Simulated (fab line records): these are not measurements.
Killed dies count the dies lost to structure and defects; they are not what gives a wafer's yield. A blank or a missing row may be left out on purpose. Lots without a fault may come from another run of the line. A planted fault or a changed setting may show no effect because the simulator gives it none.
Which tool was responsible? | flow sky130 | 30 wafers from 10 lots sampled at 3 of the route's 708 steps

WHAT EACH GAUGE READ, for each wafer
SKY_GATE_OXIDE_THK_MEAS_02.
lot  | measured     | on            | GATE_OXIDE_OXIDATION_00_THK (nm)
L781 | day 13 18:32 | film_metro-04 | 10.37 10.56 10.49
L782 | day 13 22:40 | film_metro-04 | 10.22 10.13 10.14
L787 | day 15 12:48 | film_metro-02 | 9.61 9.54 9.63
L788 | day 16 10:45 | film_metro-04 | 9.72 9.68 9.90
L792 | day 17 12:38 | film_metro-04 | 10.52 10.41 10.60
L793 | day 18 01:05 | film_metro-02 | 10.71 10.48 10.67
L797 | day 19 09:21 | film_metro-02 | 10.43 10.41 10.22
L798 | day 19 12:33 | film_metro-02 | 10.22 10.28 10.50
L799 | day 19 22:48 | film_metro-03 | 10.30 10.27 10.29
L801 | day 20 19:56 | film_metro-03 | 10.22 10.26 10.10

WHAT TOOL EACH LOT RAN ON (gives the tool, then ch and the chambers of the sampled wafers, and finally the start)
lot  | SKY_VT_ADJUST_PCH_STRIP_09           | SKY_GATE_OXIDE_OXIDATION_01
L781 | plasma_asher-04 ch 0,1, day 11 08:59 | furnace-02 ch 0, day 13 17:07
L782 | plasma_asher-04 ch 0,1, day 11 15:02 | furnace-02 ch 0, day 13 21:16
L787 | plasma_asher-01 ch 0,1, day 13 01:03 | furnace-02 ch 0, day 15 11:23
L788 | plasma_asher-01 ch 0,1, day 13 16:33 | furnace-02 ch 0, day 16 09:20
L792 | plasma_asher-04 ch 0,1, day 14 20:04 | furnace-01 ch 0, day 17 11:14
L793 | plasma_asher-04 ch 0,1, day 15 07:08 | furnace-01 ch 0, day 17 23:40
L797 | plasma_asher-01 ch 0,1, day 16 11:53 | furnace-01 ch 0, day 19 07:56
L798 | plasma_asher-01 ch 0,1, day 16 15:16 | furnace-01 ch 0, day 19 11:09
L799 | plasma_asher-04 ch 0,1, day 17 01:39 | furnace-01 ch 0, day 19 21:23
L801 | plasma_asher-02 ch 0,1, day 17 23:19 | furnace-02 ch 0, day 20 18:32
- SKY_VT_ADJUST_PCH_STRIP_09: strips in O2/N2.
- SKY_GATE_OXIDE_OXIDATION_01: stabilise 600 s, purge 300 s, target thk 10.268 nm.

THE ANSWER, worked out from the rows above alone
Rule: what is usual is taken from the lots themselves. Put in order of their means at a reading, lots are off if they are a third of the lots or fewer, leave a main group of 4 or more, and stand apart from it by a gap of 3 or more times the standard deviation of the main group's means; of several such gaps the widest counts. A main group is skipped when, at the precision printed for the reading in the tables above, its means are all equal. A lot without any number at a reading at which 4 lots or more have one is off too. Any other lot the step has rows for is counted as sound.
Nothing can be told from this: no lot is off at any reading shown.

WHAT THE SIMULATOR PUT IN
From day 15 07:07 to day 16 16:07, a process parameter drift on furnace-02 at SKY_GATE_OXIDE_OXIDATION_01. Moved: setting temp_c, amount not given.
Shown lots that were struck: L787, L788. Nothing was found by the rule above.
